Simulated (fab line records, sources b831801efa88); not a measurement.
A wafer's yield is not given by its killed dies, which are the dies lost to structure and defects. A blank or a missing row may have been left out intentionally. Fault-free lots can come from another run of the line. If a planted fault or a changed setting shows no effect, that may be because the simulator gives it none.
Code-filled problem report in 8D (eight disciplines) form || flow sky130 || the parts of the form that need people (team, actions taken, sign-off) are left out

1. WHAT WENT WRONG
Wafers free of any fault read 10.38 nm (standard deviation 0.2) for GATE_OXIDE_OXIDATION_00_THK at SKY_GATE_OXIDE_THK_MEAS_02, against a mean of 5.99 nm on 6 wafers of 2 lots. That is -22 standard deviations from the usual mean.
First seen on wafer L297.2, day 14 13:10, on film_metro-01. At this step, 33 wafers from 11 lots have a number in the record. By rule, "out" or "out of limits" means more than 4 standard deviations away from the usual mean. The other wafers with a number count as sound.

2. WHAT IT IS, AND WHAT IT ISN'T
{"question": "which readings at this step", "is": "GATE_OXIDE_OXIDATION_00_THK", "is not": "-"}
{"question": "which lots", "is": "L297, L298", "is not": "L293, L294, L296, L307, L308, L309, L312, L313, L314"}
{"question": "which wafers of those lots", "is": "all that have a number", "is not": "-"}
{"question": "read on which gauges", "is": "film_metro-01, film_metro-03", "is not": "film_metro-04"}
{"question": "when", "is": "from day 14 13:10", "is not": "up to then (9 sound wafers); but 18 sound wafers of L307, L308, L309, L312, L313, L314 came after"}

3. SUSPECTS, AND WHAT RULES EACH OUT
Counting: a tool at any process step up to the reading remains a suspect when it ran all the lots that are out and ran no sound lot after the first of those.
- ruled out: the gauge at SKY_GATE_OXIDE_THK_MEAS_02. Those wafers that are out were read across 2 gauges (film_metro-01, film_metro-03).
- furnace-01 at SKY_GATE_OXIDE_OXIDATION_01 (stabilise 600 s, purge 300 s, target thk 10.268 nm): ruled out as a lasting fault. The sound lots L307, L308, L309, L312, L313, L314 went through it after L297, its earliest lot that is out (day 14 11:44).
Left after counting: nothing in the record.

4. THE CAUSE (what the simulator had put in)
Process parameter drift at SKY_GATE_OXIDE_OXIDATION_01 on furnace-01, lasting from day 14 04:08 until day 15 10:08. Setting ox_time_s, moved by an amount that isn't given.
The count ruled it out by mistake, since the rule takes a fault to strike every lot its tool runs from the start of the fault on, and this one did not do so.

5. SEQUENCE OF EFFECTS, ordered by route
Each row: a reading where the mean over the struck wafers with a number is more than 3 standard deviations away from the usual. Scope: only readings with a usual standard deviation given in the record; hours: median across lots of the time from each lot's start at the first step in this table that gives one to its start at this step; sigmas: change in usual standard deviations.
{"hours": 0, "step": "SKY_GATE_OXIDE_THK_MEAS_02", "reading": "GATE_OXIDE_OXIDATION_00_THK", "usual": "10.38 nm", "on struck wafers": 5.99, "change": -4.39, "sigmas": -22}

6. HOW IT WOULD HAVE BEEN CAUGHT EARLIER
The first out-of-limits reading at a measuring or inspecting step in this record came at day 14 13:10, 9 hours after the fault's start at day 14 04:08.
An alarm limit of 4 standard deviations would not have fired on the tool readings at SKY_GATE_OXIDE_OXIDATION_01 for which the record gives a usual standard deviation, since none of them was out on any struck wafer.
